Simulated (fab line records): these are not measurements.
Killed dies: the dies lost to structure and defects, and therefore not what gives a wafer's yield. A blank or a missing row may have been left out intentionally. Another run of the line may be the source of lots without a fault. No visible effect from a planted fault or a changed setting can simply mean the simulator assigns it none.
Which tool did it? -- flow sky130 -- 12 lots, 36 wafers sampled, at 5 steps of a route of 708

WHAT THE GAUGES SHOWED, per wafer
SKY_SD_N_RS_MEAS_18: a four-point-probe measurement. Usual: RES_XHIGH_RS typically reads 333.2 ohm/sq, with standard deviation 1.4.
lot,measured,on,RES_XHIGH_RS (ohm/sq),flag
L993,day 27 22:59,film metro-02,331.8 330.8 332.7,
L994,day 28 09:13,film metro-04,333.0 333.3 332.7,
L995,day 29 03:37,film metro-02,335.5 334.6 334.3,
L997,day 29 16:21,film metro-02,333.4 332.0 334.0,
L999,day 30 03:10,film metro-02,332.1 332.0 331.7,
L100,day 30 09:39,film metro-02,334.6 332.6 332.6,
L101,day 31 06:03,film metro-03,333.4 333.9 334.9,
L103,day 31 08:33,film metro-02,335.4 335.2 335.7,
L102,day 31 10:01,film metro-04,333.6 333.0 331.9,
L110,day 33 15:37,film metro-02,333.5 333.6 334.9,
L114,day 35 10:49,film metro-03,333.5 332.2 331.4,
L116,day 36 02:16,film metro-04,332.0 332.0 332.0,

SKY_LI_CONTACT_RS_MEAS_22: a four-point-probe measurement. Usual: LI_CONTACT_W_RS typically reads 0.286 ohm/sq, with standard deviation 0.0033.
lot,measured,on,LI_CONTACT_W_RS (ohm/sq),flag
L993,day 29 05:01,film metro-04,0.282 0.283 0.284,
L994,day 29 15:37,film metro-03,0.283 0.283 0.278,
L995,day 30 09:43,film metro-04,0.286 0.290 0.289,
L997,day 30 21:19,film metro-03,0.288 0.284 0.290,
L999,day 31 08:21,film metro-03,0.290 0.288 0.289,
L100,day 31 14:53,film metro-02,0.283 0.283 0.284,
L101,day 32 11:44,film metro-03,0.293 0.291 0.289,
L103,day 32 13:45,film metro-03,0.286 0.288 0.289,
L102,day 32 15:13,film metro-03,0.292 0.294 0.292,
L110,day 34 19:35,film metro-04,0.283 0.284 0.287,
L114,day 36 14:53,film metro-02,0.288 0.282 0.286,
L116,day 37 06:34,film metro-03,0.283 0.285 0.285,

EACH LOT AND THE TOOL THAT RAN IT (in order: tool; ch and the chambers of the sampled wafers; start)
lot,SKY_LI_CONTACT_CMP_02,SKY_LI_CONTACT_ETCH_15,SKY_LI_CONTACT_SPUTTER_20
L993,"cmp-02 ch 0,3, day 27 23:14","rie diel-04 ch 0,1,3, day 29 04:20","pvd sputter-04, day 29 04:46"
L994,"cmp-02 ch 1,2,3, day 28 09:34","rie diel-04 ch 0,2,3, day 29 14:53","pvd sputter-02, day 29 15:22"
L995,"cmp-01 ch 0,2,3, day 29 03:58","rie diel-03 ch 1,2, day 30 09:03","pvd sputter-01, day 30 09:31"
L997,"cmp-01 ch 0,1,2, day 29 16:40","rie diel-01 ch 0,1,3, day 30 20:38","pvd sputter-04, day 30 21:05"
L999,"cmp-01 ch 0,1,3, day 30 03:31","rie diel-03 ch 0,1,2, day 31 07:43","pvd sputter-01, day 31 08:10"
L100,"cmp-02 ch 0,2, day 30 10:11","rie diel-01 ch 0,1,3, day 31 14:11","pvd sputter-04, day 31 14:40"
L101,"cmp-02 ch 1,2,3, day 31 06:25","rie diel-04 ch 0,2,3, day 32 11:03","pvd sputter-02, day 32 11:31"
L103,"cmp-02 ch 0,1,3, day 31 08:50","rie diel-03 ch 0,2,3, day 32 13:05","pvd sputter-01, day 32 13:32"
L102,"cmp-01 ch 1,2, day 31 10:19","rie diel-01 ch 1,2,3, day 32 14:35","pvd sputter-04, day 32 15:02"
L110,"cmp-01 ch 0,1,3, day 33 16:02","rie diel-03 ch 2,3, day 34 18:56","pvd sputter-01, day 34 19:24"
L114,"cmp-02 ch 0,2,3, day 35 11:13","rie diel-01 ch 0,1, day 36 14:14","pvd sputter-01, day 36 14:42"
L116,"cmp-01 ch 0,2,3, day 36 03:03","rie diel-01 ch 0,1,3, day 37 05:54","pvd sputter-02, day 37 06:22"
- SKY_LI_CONTACT_CMP_02: polishes PSG.
- SKY_LI_CONTACT_ETCH_15: etches PSG in C4F8/O2/Ar, stops on Si, target depth 600 nm.
- SKY_LI_CONTACT_SPUTTER_20: material TiN, target thk 20 nm, time 80 s.

WHAT THE TOOLS THEMSELVES READ (means of the sampled wafers that have a number; where no wafer has one, the mark that the record gives instead)
SKY_LI_CONTACT_CMP_02. Usual: motor current A 11.9 A, standard deviation 1.2; slurry flow ml min 150.0, standard deviation 0.48; time to endpoint s 33 s, standard deviation 3.1.
lot,tool,motor current A (A),slurry flow ml min,time to endpoint s (s),flag
L993,cmp-02,11.7,150.1,31,
L994,cmp-02,12.5,149.9,31,
L995,cmp-01,11.3,150.0,30,
L997,cmp-01,11.3,150.3,33,
L999,cmp-01,12.2,149.4,35,
L100,cmp-02,12.8,149.8,31,
L101,cmp-02,12.9,150.2,31,
L103,cmp-02,11.8,150.6,31,
L102,cmp-01,11.2,150.4,35,
L110,cmp-01,11.9,149.9,38,
L114,cmp-02,12.4,150.0,33,
L116,cmp-01,11.5,150.0,34,

SKY_LI_CONTACT_ETCH_15. Usual: bias w 1200 W, standard deviation 3.4; oes product au 0.836 a.u., standard deviation 0.0049; rf fwd power W 1492 W, standard deviation 5.4.
lot,tool,bias w (W),oes product au (a.u.),rf fwd power W (W),flag
L993,rie diel-04,1204,0.836,1490,
L994,rie diel-04,1201,0.844,1495,
L995,rie diel-03,1197,0.839,1491,
L997,rie diel-01,1203,0.840,1494,
L999,rie diel-03,1205,0.834,1490,
L100,rie diel-01,1199,0.836,1490,
L101,rie diel-04,1198,0.835,1489,
L103,rie diel-03,1198,0.836,1496,
L102,rie diel-01,1202,0.839,1481,
L110,rie diel-03,1202,0.823,1493,
L114,rie diel-01,1203,0.832,1491,
L116,rie diel-01,1200,0.833,1495,

SKY_LI_CONTACT_SPUTTER_20. Usual: 29.9 % for throttle valve pct, sd 0.89.
lot,tool,throttle valve pct (%),flag
L993,pvd sputter-04,29.6,
L994,pvd sputter-02,30.4,
L995,pvd sputter-01,30.1,
L997,pvd sputter-04,29.5,
L999,pvd sputter-01,30.2,
L100,pvd sputter-04,30.0,
L101,pvd sputter-02,30.5,
L103,pvd sputter-01,29.9,
L102,pvd sputter-04,29.3,
L110,pvd sputter-01,30.1,
L114,pvd sputter-01,30.3,
L116,pvd sputter-02,29.8,

THE ANSWER, worked out from the rows above alone
Rule: lot off if the mean of its wafers having a number is beyond 3 standard deviations from the usual mean. A lot without any number at a reading at which 4 lots or more have one is off too. Where the step has rows for the other lots, those lots are counted as sound. Order of review: gauges by route order, followed by the tools' own readings, for which a lot's mean as printed above is used. At the first step where some lot is off, the reading lying furthest off is the one used; lots without a number count as furthest.
None of the lots is off at any reading shown; this tells nothing.

WHAT THE SIMULATOR HAD INSERTED
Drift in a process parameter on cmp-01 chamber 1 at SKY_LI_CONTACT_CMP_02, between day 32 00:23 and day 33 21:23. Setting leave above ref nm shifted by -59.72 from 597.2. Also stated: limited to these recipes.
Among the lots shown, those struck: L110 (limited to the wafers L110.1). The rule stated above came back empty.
